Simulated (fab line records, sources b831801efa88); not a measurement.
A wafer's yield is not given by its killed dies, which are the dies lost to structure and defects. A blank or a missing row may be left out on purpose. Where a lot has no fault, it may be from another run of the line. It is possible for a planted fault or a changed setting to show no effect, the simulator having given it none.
Split-lot trial :: flow gf180mcu :: 23 wafers read from 5 lots, route of 602 steps

## THE SPLIT ITSELF
At GF_HV_LDD_ETCHBACK_58 (etches Si3N4 in CH3F/O2, stops on SiO2, time 100 s, target depth 90 nm), the setting time s was moved away from the recipe's 100 s on 4 of the 23 wafers read, by -12.3% to +9.4%. This setting was run at the recipe's value on the other wafers.

Reading taken at the split's own step.

## THE READING
oes product au, in a.u., at GF_HV_LDD_ETCHBACK_58 (etches Si3N4 in CH3F/O2, stops on SiO2, time 100 s, target depth 90 nm). A value of 0.844 a.u. with a standard deviation of 0.0056 a.u. is what fault-free wafers of this fab line usually give.

wafer: L075.1
tool, chamber at the split: rie diel-02, 1
time s as run, s: 100
against the recipe: recipe
oes product au, a.u.: 0.848
against lot-mates on the recipe: -

wafer: L075.2
tool, chamber at the split: rie diel-02, 2
time s as run, s: 100
against the recipe: recipe
oes product au, a.u.: 0.846
against lot-mates on the recipe: -

wafer: L075.3
tool, chamber at the split: rie diel-02, 0
time s as run, s: 87.74
against the recipe: -12.3%
oes product au, a.u.: 0.909
against lot-mates on the recipe: +0.065

wafer: L075.5
tool, chamber at the split: rie diel-02, 3
time s as run, s: 87.74
against the recipe: -12.3%
oes product au, a.u.: 0.917
against lot-mates on the recipe: +0.073

wafer: L075.6
tool, chamber at the split: rie diel-02, 2
time s as run, s: 100
against the recipe: recipe
oes product au, a.u.: 0.839
against lot-mates on the recipe: -

wafer: L077.1
tool, chamber at the split: rie diel-03, 0
time s as run, s: 100
against the recipe: recipe
oes product au, a.u.: 0.851
against lot-mates on the recipe: -

wafer: L077.2
tool, chamber at the split: rie diel-03, 3
time s as run, s: 109.4
against the recipe: +9.4%
oes product au, a.u.: 0.832
against lot-mates on the recipe: -0.017

wafer: L077.4
tool, chamber at the split: rie diel-03, 1
time s as run, s: 100
against the recipe: recipe
oes product au, a.u.: 0.852
against lot-mates on the recipe: -

wafer: L077.5
tool, chamber at the split: rie diel-03, 2
time s as run, s: 109.4
against the recipe: +9.4%
oes product au, a.u.: 0.831
against lot-mates on the recipe: -0.018

wafer: L077.6
tool, chamber at the split: rie diel-03, 1
time s as run, s: 100
against the recipe: recipe
oes product au, a.u.: 0.845
against lot-mates on the recipe: -

wafer: L076.1
tool, chamber at the split: rie diel-01, 3
time s as run, s: 100
against the recipe: recipe
oes product au, a.u.: 0.851
against lot-mates on the recipe: -

wafer: L076.2
tool, chamber at the split: rie diel-01, 1
time s as run, s: 100
against the recipe: recipe
oes product au, a.u.: 0.858
against lot-mates on the recipe: -

wafer: L076.3
tool, chamber at the split: rie diel-01, 2
time s as run, s: 100
against the recipe: recipe
oes product au, a.u.: 0.849
against lot-mates on the recipe: -

wafer: L076.4
tool, chamber at the split: rie diel-01, 0
time s as run, s: 100
against the recipe: recipe
oes product au, a.u.: 0.847
against lot-mates on the recipe: -

wafer: L076.5
tool, chamber at the split: rie diel-01, 2
time s as run, s: 100
against the recipe: recipe
oes product au, a.u.: 0.853
against lot-mates on the recipe: -

wafer: L082.1
tool, chamber at the split: rie diel-02, 2
time s as run, s: 100
against the recipe: recipe
oes product au, a.u.: 0.838
against lot-mates on the recipe: -

wafer: L082.2
tool, chamber at the split: rie diel-02, 0
time s as run, s: 100
against the recipe: recipe
oes product au, a.u.: 0.832
against lot-mates on the recipe: -

wafer: L082.5
tool, chamber at the split: rie diel-02, 3
time s as run, s: 100
against the recipe: recipe
oes product au, a.u.: 0.842
against lot-mates on the recipe: -

wafer: L084.1
tool, chamber at the split: rie diel-03, 2
time s as run, s: 100
against the recipe: recipe
oes product au, a.u.: 0.845
against lot-mates on the recipe: -

wafer: L084.2
tool, chamber at the split: rie diel-03, 1
time s as run, s: 100
against the recipe: recipe
oes product au, a.u.: 0.843
against lot-mates on the recipe: -

wafer: L084.3
tool, chamber at the split: rie diel-03, 3
time s as run, s: 100
against the recipe: recipe
oes product au, a.u.: 0.842
against lot-mates on the recipe: -

wafer: L084.5
tool, chamber at the split: rie diel-03, 3
time s as run, s: 100
against the recipe: recipe
oes product au, a.u.: 0.841
against lot-mates on the recipe: -

wafer: L084.6
tool, chamber at the split: rie diel-03, 2
time s as run, s: 100
against the recipe: recipe
oes product au, a.u.: 0.844
against lot-mates on the recipe: -

FIT RESULTS
A straight line over all 23 wafers: oes product au changes by -0.00397 a.u. for each +1% of time s; r = -0.88; the points scatter about the line by 0.01 a.u.
The same after taking each lot's own level away (the mean of its wafers on the recipe; 23 wafers): -0.00419 a.u. for each +1%; r = -0.92; scatter 0.0085 a.u.
On that fit, the largest move of time s shifts the reading by 0.051 a.u.
Measured against the standard deviation above, the lots' own levels, which go from 0.8373 to 0.8516 a.u., span 2.5 times it.
Hence the lot-to-lot level has little effect on the slope; both slopes agree.
Check: for one of the wafers moved furthest among these (-12.3%), held out of the fit, the line's prediction against its lot-mates is +0.0495 a.u. It came out at +0.0647 a.u. against them.
Tool readings at the split's step, against how far the setting was moved: oes product au r = -0.88.

## FURTHER SPLITS ON THESE WAFERS
Note: prior to the reading, these wafers also went through further splits. Each is held against what the fit with the lots' levels taken away leaves over:
other split on the same wafers: GF_DNWELL_STRIP_08 platen temp c
wafers away from the commonest value: 11
r with oes product au (lot level and that fit taken away): +0.37

other split on the same wafers: GF_NWELL_IMPLANT_08 energy kev
wafers away from the commonest value: 5
r with oes product au (lot level and that fit taken away): -0.16

other split on the same wafers: GF_MVPSD_IMPLANT_08 dose cm2
wafers away from the commonest value: 10
r with oes product au (lot level and that fit taken away): -0.19

other split on the same wafers: GF_VT_IMPLANT_STRIP_20 power w
wafers away from the commonest value: 10
r with oes product au (lot level and that fit taken away): -0.53

other split on the same wafers: GF_VT_IMPLANT_IMPLANT_30 energy kev
wafers away from the commonest value: 11
r with oes product au (lot level and that fit taken away): -0.11

other split on the same wafers: GF_VT_IMPLANT_IMPLANT_41 dose cm2
wafers away from the commonest value: 5
r with oes product au (lot level and that fit taken away): +0.23

other split on the same wafers: GF_HV_LDD_SOFTBAKE_15 temp c
wafers away from the commonest value: 10
r with oes product au (lot level and that fit taken away): -0.18

other split on the same wafers: GF_HV_LDD_IMPLANT_21 dose cm2
wafers away from the commonest value: 8
r with oes product au (lot level and that fit taken away): -0.42

## THE FILE'S OWN FIT
oes product au changes by -0.00425 a.u. for each +1% of time s, r = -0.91.
